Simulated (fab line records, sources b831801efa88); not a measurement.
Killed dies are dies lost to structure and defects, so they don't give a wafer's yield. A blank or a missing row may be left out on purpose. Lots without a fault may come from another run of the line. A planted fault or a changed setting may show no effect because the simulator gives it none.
Chamber matching | flow sky130 | SKY_VIA1_CMP_02 on cmp-01: 4 sister chambers
The step polishes SiO2. 4 wafers are shown with their chamber, then 7 later ones without.

WAFERS WITH THEIR CHAMBER
wafer  | chamber | motor_current_A (A)
L395.6 | 1       | 13.4
L398.1 | 3       | 10.8
L403.3 | 2       | 12.1
L403.4 | 0       | 13.3

WAFERS WITHOUT THEIR CHAMBER
wafer  | motor_current_A (A)
L403.6 | 14.5
L411.1 | 12.5
L411.2 | 13.9
L411.3 | 13.3
L413.3 | 13.0
L413.5 | 12.0
L413.6 | 11.5

WHICH CHAMBER EACH WENT THROUGH
wafer  | from the rows above          | in truth
L403.6 | can't be placed: 1 or 0      | 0
L411.1 | can't be placed: 2 or 0 or 1 | 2
L411.2 | can't be placed: 1 or 0      | 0
L411.3 | can't be placed: 0 or 1      | 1
L413.3 | can't be placed: 0 or 1 or 2 | 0
L413.5 | 2                            | 2
L413.6 | can't be placed: 2 or 3      | 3
Placed correctly: 1 of 7. Can't be placed from these rows: 6 (the true chamber is among the candidates in 6). Placed wrongly: 0.
How it was worked out, from the rows above alone: a wafer's distance from a chamber is the root of the sum, over the readings, of the square of ((its reading less the chamber's mean) divided by the reading's scatter). The wafer belongs to the nearest chamber; if the next one is less than 2 further off, it can't be placed. A chamber's mean is the mean of its shown wafers. The scatter: with one shown wafer a chamber, the root of the mean of the squares of how far each hidden wafer lies from its nearest shown one.
